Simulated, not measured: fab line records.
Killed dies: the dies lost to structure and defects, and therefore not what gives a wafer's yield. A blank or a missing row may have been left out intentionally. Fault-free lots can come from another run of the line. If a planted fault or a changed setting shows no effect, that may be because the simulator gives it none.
Shared-tool check    flow sky130    13 lots and 38 wafers in the sample

## WHY THIS WAS OPENED
SKY_CONTACT_THK_MEAS_03, reading CONTACT_HDPCVD_THK: flagged on 3 of 13 lots. No-fault wafers: 564 nm, standard deviation 5.7.
Rule: a lot is flagged when every wafer of it that has a number lies more than 4 standard deviations from that mean, or none has a number. The other lots count as sound.

lot   measured      on            CONTACT_HDPCVD_THK (nm), wafer by wafer  flag
L568  day 30 14:16  filmMetro-03  563 566 563                              
L573  day 32 11:31  filmMetro-03  566 572 565                              
L574  day 32 22:10  filmMetro-01  560 563 561                              
L576  day 33 15:38  filmMetro-02  564 564 569                              
L578  day 34 04:59  filmMetro-03  470 458 464                              FLAGGED
L580  day 34 15:50  filmMetro-02  454 449 439                              FLAGGED
L581  day 34 17:10  filmMetro-03  464 452 457                              FLAGGED
L582  day 34 22:34  filmMetro-02  557 563 557                              
L585  day 36 01:59  filmMetro-02  565 566                                  
L587  day 36 11:00  filmMetro-03  558 560 556                              
L588  day 36 15:47  filmMetro-03  562 559 575                              
L589  day 37 06:58  filmMetro-01  564 566 568                              
L591  day 37 17:01  filmMetro-03  564 558 565                              
The mean of the flagged lots' numbers is 456 nm, -108 nm from the usual (-19 standard deviations).

## LOT BY LOT: THE TOOL USED
2 process steps preceding the reading are held in the record, out of 708 steps in the route. Cell contents, in order: the tool; ch with the chambers the sampled wafers went through; the start.
lot   flag     SKY_LOCAL_INTERCONNECT_STRIP_15      SKY_CONTACT_HDPCVD_02
L568           plasmaAsher-04 ch 0,1, day 30 13:29  hdpcvd-01 ch 0,1, day 30 14:11
L573           plasmaAsher-02 ch 1, day 32 10:46    hdpcvd-01 ch 0,2, day 32 11:27
L574           plasmaAsher-04 ch 0,1, day 32 21:25  hdpcvd-01 ch 0,1, day 32 22:05
L576           plasmaAsher-04 ch 0,1, day 33 14:53  hdpcvd-02 ch 1,2, day 33 15:34
L578  FLAGGED  plasmaAsher-04 ch 0,1, day 34 04:10  hdpcvd-01 ch 0,1, day 34 04:54
L580  FLAGGED  plasmaAsher-02 ch 0,1, day 34 15:05  hdpcvd-01 ch 0,1, day 34 15:46
L581  FLAGGED  plasmaAsher-03 ch 0,1, day 34 16:25  hdpcvd-01 ch 0,1,2, day 34 17:06
L582           plasmaAsher-04 ch 0,1, day 34 21:49  hdpcvd-02 ch 0,2, day 34 22:29
L585           plasmaAsher-02 ch 1, day 36 01:15    hdpcvd-02 ch 0, day 36 01:54
L587           plasmaAsher-03 ch 0,1, day 36 10:15  hdpcvd-02 ch 0,1,2, day 36 10:55
L588           plasmaAsher-04 ch 0,1, day 36 15:01  hdpcvd-02 ch 1,2, day 36 15:43
L589           plasmaAsher-04 ch 1, day 37 06:09    hdpcvd-01 ch 0,1,2, day 37 06:53
L591           plasmaAsher-03 ch 0,1, day 37 16:14  hdpcvd-01 ch 0,1,2, day 37 16:57
These steps, and what they do:
- SKY_LOCAL_INTERCONNECT_STRIP_15: strips in O2/N2.
- SKY_CONTACT_HDPCVD_02: deposits SiO2, target thk 565 nm, time 94.2 s.
- SKY_CONTACT_THK_MEAS_03

## FLAGGED AGAINST TOTAL, ONE TOOL AT A TIME (gauges that did the reading follow at the end)
step                             tool            lots run  flagged  share of the flagged lots  sound lots run after its first flagged lot
SKY_LOCAL_INTERCONNECT_STRIP_15  plasmaAsher-02  3         1        some                       1 (L585)
SKY_LOCAL_INTERCONNECT_STRIP_15  plasmaAsher-03  3         1        some                       2 (L587,L591)
SKY_LOCAL_INTERCONNECT_STRIP_15  plasmaAsher-04  7         1        some                       3 (L582,L588,L589)
SKY_CONTACT_HDPCVD_02            hdpcvd-01       8         3        all                        2 (L589,L591)
SKY_CONTACT_HDPCVD_02            hdpcvd-02       5         0        none                       -
SKY_CONTACT_THK_MEAS_03          filmMetro-01    2         0        none                       -
SKY_CONTACT_THK_MEAS_03          filmMetro-02    4         1        some                       2 (L582,L585)
SKY_CONTACT_THK_MEAS_03          filmMetro-03    7         2        some                       3 (L587,L588,L591)

## WHAT THE TABLE ALLOWS
All flagged lots share 1 row of the table, namely hdpcvd-01 at SKY_CONTACT_HDPCVD_02.
- hdpcvd-01 at SKY_CONTACT_HDPCVD_02: 3 of its 8 lots flagged. Sound lots followed the first flagged one (L589, L591) on it, something a lasting fault affecting the whole tool could not allow. Its own readings (sih4FlowSccm) fall more than 4 standard deviations out on all wafers of the flagged lots.
No row of the table ran every flagged lot and no sound lot after the first.

## WHAT THE SIMULATOR HAD PUT IN
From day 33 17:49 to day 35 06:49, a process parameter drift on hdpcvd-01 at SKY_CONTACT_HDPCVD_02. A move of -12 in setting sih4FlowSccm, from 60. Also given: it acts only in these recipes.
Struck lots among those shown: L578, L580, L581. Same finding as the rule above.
